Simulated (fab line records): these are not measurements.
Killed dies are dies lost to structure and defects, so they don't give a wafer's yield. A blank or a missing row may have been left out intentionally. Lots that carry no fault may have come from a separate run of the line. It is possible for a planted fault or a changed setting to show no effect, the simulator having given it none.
Which of the tools did it?	flow gf180mcu	14 lots, 42 wafers sampled, at 2 steps of a route of 602

WHAT THE GAUGES READ, wafer by wafer
GF_VT_IMPLANT_TW_MEAS_43.
lot	measured	on	VT_IMPLANT_4_TW
L462	day 7 13:13	filmMetro-04	682 681 679
L464	day 8 03:14	filmMetro-04	685 688 683
L463	day 8 04:31	filmMetro-01	700 697 702
L466	day 8 17:54	filmMetro-01	700 701 699
L467	day 8 21:50	filmMetro-01	701 698 699
L468	day 9 07:52	filmMetro-04	689 685 685
L469	day 9 15:50	filmMetro-01	698 698 694
L470	day 9 20:47	filmMetro-01	697 695 694
L471	day 9 23:44	filmMetro-01	695 689 695
L473	day 10 19:09	filmMetro-01	696 695 698
L474	day 10 23:32	filmMetro-04	1165 1165 1163 1165 1161 1163
L475	day 11 04:58	filmMetro-01	695 696 694
L476	day 11 14:22	filmMetro-04	1170 1176 1180 1171 1176 1171
L485	day 14 03:44	filmMetro-03	681 680 679

EACH LOT AND THE TOOL THAT RAN IT (in order: tool; ch and the chambers of the sampled wafers; start)
lot	GF_VT_IMPLANT_IMPLANT_41
L462	implanter-04 ch 0, day 7 12:58
L464	implanter-04 ch 0, day 8 02:59
L463	implanter-01 ch 0, day 8 04:16
L466	implanter-04 ch 0, day 8 17:39
L467	implanter-04 ch 0, day 8 21:35
L468	implanter-03 ch 0, day 9 07:36
L469	implanter-01 ch 0, day 9 15:35
L470	implanter-01 ch 0, day 9 20:34
L471	implanter-04 ch 0, day 9 23:31
L473	implanter-03 ch 0, day 10 18:54
L474	implanter-04 ch 0, day 10 23:17
L475	implanter-03 ch 0, day 11 04:43
L476	implanter-04 ch 0, day 11 14:09
L485	implanter-01 ch 0, day 14 03:31
- GF_VT_IMPLANT_IMPLANT_41

AS READ BY THE TOOLS THEMSELVES (means over the sampled wafers that have a number; for cases with no such wafer, the mark the record gives instead)
GF_VT_IMPLANT_IMPLANT_41.
lot	tool	doseIonsCm2	faradayCurrentUA	tiltDeg (degrees)
L462	implanter-04	1.0127e+12	5.74	6.996
L464	implanter-04	1.0131e+12	5.71	6.998
L463	implanter-01	1.0127e+12	5.71	7.001
L466	implanter-04	1.0145e+12	5.74	7.006
L467	implanter-04	1.0128e+12	5.77	6.969
L468	implanter-03	1.0131e+12	5.70	7.008
L469	implanter-01	1.0144e+12	5.93	6.988
L470	implanter-01	1.0139e+12	5.73	6.997
L471	implanter-04	1.0132e+12	5.78	7.046
L473	implanter-03	1.0131e+12	5.76	6.992
L474	implanter-04	5.4631e+12	30.69	6.985
L475	implanter-03	1.0131e+12	5.68	6.997
L476	implanter-04	5.4621e+12	30.61	7.003
L485	implanter-01	1.0138e+12	5.83	6.978

THE ANSWER, worked out from the rows above alone
Rule: the usual values come from the lots themselves. Put in order of their means at a reading, lots are off if they are a third of the lots or fewer, leave a main group of 4 or more, and stand apart from it by a gap of 3 or more times the standard deviation of the main group's means; of several such gaps the widest counts. A main group is skipped when, at the precision printed for the reading in the tables above, its means are all equal. A lot without any number at a reading at which 4 lots or more have one is off too. The other lots that the step has rows for count as sound. First the gauges in route order, then the tools' own readings, where a lot's mean is used as printed above. The first step at which some lot is off is used, and at that step the reading that is off furthest; a lot without a number counts as furthest.
Off: L474, L476, at GF_VT_IMPLANT_TW_MEAS_43 (VT_IMPLANT_4_TW). For the main group the mean is 692 and the standard deviation 7.
If a tool, at a process step before that reading, ran all the lots that are off and no sound lot after the first of them, it fits. The gauges at GF_VT_IMPLANT_TW_MEAS_43 aren't tried: what is off there is off at GF_VT_IMPLANT_IMPLANT_41 too, on other tools, and a gauge's error can't cause that. One fits: implanter-04 at GF_VT_IMPLANT_IMPLANT_41. Its last sound lot is L471 (day 9 23:31), its first lot that is off L474 (day 10 23:17): a fault that began between those two fits.
The tool's own readings at GF_VT_IMPLANT_IMPLANT_41 bear it out: on the lots that are off they differ by more than 5 times the standard deviation of the sound lots' means. doseIonsCm2 reads 5.4626e+12 there against 1.0134e+12 on the sound lots; faradayCurrentUA reads 30.65 there against 5.76 on the sound lots.

WHAT THE SIMULATOR HAD PUT IN
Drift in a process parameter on implanter-04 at GF_VT_IMPLANT_IMPLANT_41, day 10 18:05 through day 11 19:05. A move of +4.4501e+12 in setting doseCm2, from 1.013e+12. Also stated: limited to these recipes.
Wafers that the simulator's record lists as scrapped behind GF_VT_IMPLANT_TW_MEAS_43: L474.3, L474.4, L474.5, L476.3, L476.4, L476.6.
Struck lots among those shown: L474, L476. The same result came from the rule above.
